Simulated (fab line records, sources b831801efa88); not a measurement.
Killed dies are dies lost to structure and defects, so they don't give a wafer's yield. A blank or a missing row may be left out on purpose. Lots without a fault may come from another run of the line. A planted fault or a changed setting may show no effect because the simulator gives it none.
Problem report in the 8D (eight disciplines) form, filled by code | flow sfq_line | the parts of the form that need people (team, actions taken, sign-off) are left out

1. THE PROBLEM
rf_fwd_power_W at SFQ_TRILAYER_I7_DEP_PECVD_183 reads a mean of 256.1 W on 6 wafers of 2 lots; wafers without a fault read 182.4 W with a standard deviation of 0.6. That is +99 or more standard deviations from the usual mean.
The step: deposits SiO2 from SiH4/N2O, time 111.11 s, target thk 500 nm.
First seen on wafer L859.3, day 85 20:13, on pecvd-03. The record holds 42 wafers of 14 lots with a number at this step. Rule for "out", or "out of limits": more than 4 standard deviations from the usual mean. The other wafers with a number count as sound.

2. WHAT IT IS AND WHAT IT IS NOT
question                    | is                     | is not
which readings at this step | rf_fwd_power_W         | susceptor_temp_C, throttle_valve_pct
which lots                  | L859, L861             | L845, L847, L848, L849, L850, L851, L852, L853, L855, L866, L867, L868
which wafers of those lots  | all that have a number | -
read on which tools         | pecvd-03               | pecvd-01, pecvd-02
when                        | from day 85 20:13      | up to then (27 sound wafers); but 9 sound wafers of L866, L867, L868 came after

3. SUSPECTS, AND WHAT RULES EACH OUT
Counting: a tool at a process step up to the reading stays a suspect if it ran every lot that is out and no sound lot after the first of them.
- pecvd-03 at SFQ_TRILAYER_I7_DEP_PECVD_183 (deposits SiO2 from SiH4/N2O, time 111.11 s, target thk 500 nm): ruled out as a lasting fault. Sound lots L868 ran on it after its first lot that is out, L859 (day 85 20:13).
Left after counting: nothing in the record.

4. THE CAUSE (what the simulator had put in)
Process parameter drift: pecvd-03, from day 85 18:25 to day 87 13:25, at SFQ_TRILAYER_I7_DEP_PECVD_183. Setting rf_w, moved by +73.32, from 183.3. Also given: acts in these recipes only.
Counting ruled it out, wrongly.

5. THE CHAIN OF EFFECTS, in route order
Each row: a reading whose mean over the struck wafers that have a number lies more than 3 standard deviations from the usual. Only readings for which the record gives a usual standard deviation are gone through. hours: the time from each lot's start at the first step in this table that gives one to its start at this step, as a median over the lots. sigmas: the change in usual standard deviations.
hours | step                          | reading            | usual   | on struck wafers | change | sigmas
0     | SFQ_TRILAYER_I7_DEP_PECVD_183 | rf_fwd_power_W     | 182.4 W | 256.1            | +73.7  | +99 or more
0     | SFQ_TRILAYER_I7_DEP_PECVD_183 | showerhead_vpp_V   | 832 V   | 991              | +159   | +4.1
2     | SFQ_TRILAYER_I7_CMP_CMP_184   | time_to_endpoint_s | 217 s   | 266              | +49    | +6.0
The process steps in it:
- SFQ_TRILAYER_I7_DEP_PECVD_183: deposits SiO2 from SiH4/N2O, time 111.11 s, target thk 500 nm.
- SFQ_TRILAYER_I7_CMP_CMP_184: polishes SiO2.

6. WHAT WOULD HAVE CAUGHT IT SOONER
In this record the first reading out of limits was taken at day 85 20:13, 2 hours after the fault began at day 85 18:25.
